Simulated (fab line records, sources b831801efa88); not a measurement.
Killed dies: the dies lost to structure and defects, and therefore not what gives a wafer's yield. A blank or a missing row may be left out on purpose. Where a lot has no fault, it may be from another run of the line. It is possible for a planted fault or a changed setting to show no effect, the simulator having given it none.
2 desks, one fault / flow gf180mcu / numbers are kept per desk, each desk with only its own; the story behind them comes last

== THE METROLOGY DESK ==
What the gauges read for every lot (on any tool): the sampled wafers with a number, averaged. Marked OUT: a lot whose mean sits more than 4 standard deviations from the usual mean, which makes it out of limits; the brackets give that distance.
Columns: A = cd_nm at GF_V4_CD_MEAS_14, usual 259.6 nm; B = V5_CVD_00_THK at GF_V5_THK_MEAS_01, usual 299 nm
lot=L683; first seen here=day 24 11:22; A=259.9; B=304
lot=L684; first seen here=day 25 00:31; A=260.3; B=308
lot=L685; first seen here=day 25 02:34; A=260.0; B=304
lot=L690; first seen here=day 26 18:02; A=259.2; B=297
lot=L691; first seen here=day 27 04:43; A=261.0; B=303
lot=L692; first seen here=day 27 12:49; A=259.5; B=300
lot=L698; first seen here=day 29 11:49; A=259.9; B=294
lot=L700; first seen here=day 30 02:05; A=259.7; B=292
lot=L701; first seen here=day 30 03:59; A=260.0; B=299
lot=L702; first seen here=day 30 08:49; A=257.6; B=297
lot=L703; first seen here=day 30 11:28; A=259.2; B=303
lot=L704; first seen here=day 30 21:17; A=260.7; B=296
lot=L705; first seen here=day 31 02:45; A=260.5; B=298
lot=L706; first seen here=day 31 09:35; A=258.8; B=296
Result from this desk: across the 14 lots, nothing is out of limits.

== FOR THE TOOL OWNER'S DESK: pvd_sputter-03 ==
At GF_MIM_SPUTTER_09 (material TiN, target thk 35 nm, time 29.2 s) the tool's own readings: per lot run on this tool, the mean of the sampled wafers that have a number. Marked OUT: a lot whose mean sits more than 4 standard deviations from the usual mean, which makes it out of limits; the brackets give that distance.
Columns: A = throttle_valve_pct at GF_MIM_SPUTTER_09, usual 29.6 %
lot=L683; first seen here=day 24 13:20; A=30.7
lot=L684; first seen here=day 25 02:27; A=30.5
lot=L691; first seen here=day 27 06:42; A=30.6
lot=L692; first seen here=day 27 14:44; A=30.1
lot=L702; first seen here=day 30 10:43; A=30.2
Result from this desk: across the 5 lots, nothing is out of limits.

== ALL TOGETHER ==
The metrology desk saw nothing out of limits.
The desk of the tool owner found nothing out of limits.

== WHAT HAD BEEN PUT IN BY THE SIMULATOR ==
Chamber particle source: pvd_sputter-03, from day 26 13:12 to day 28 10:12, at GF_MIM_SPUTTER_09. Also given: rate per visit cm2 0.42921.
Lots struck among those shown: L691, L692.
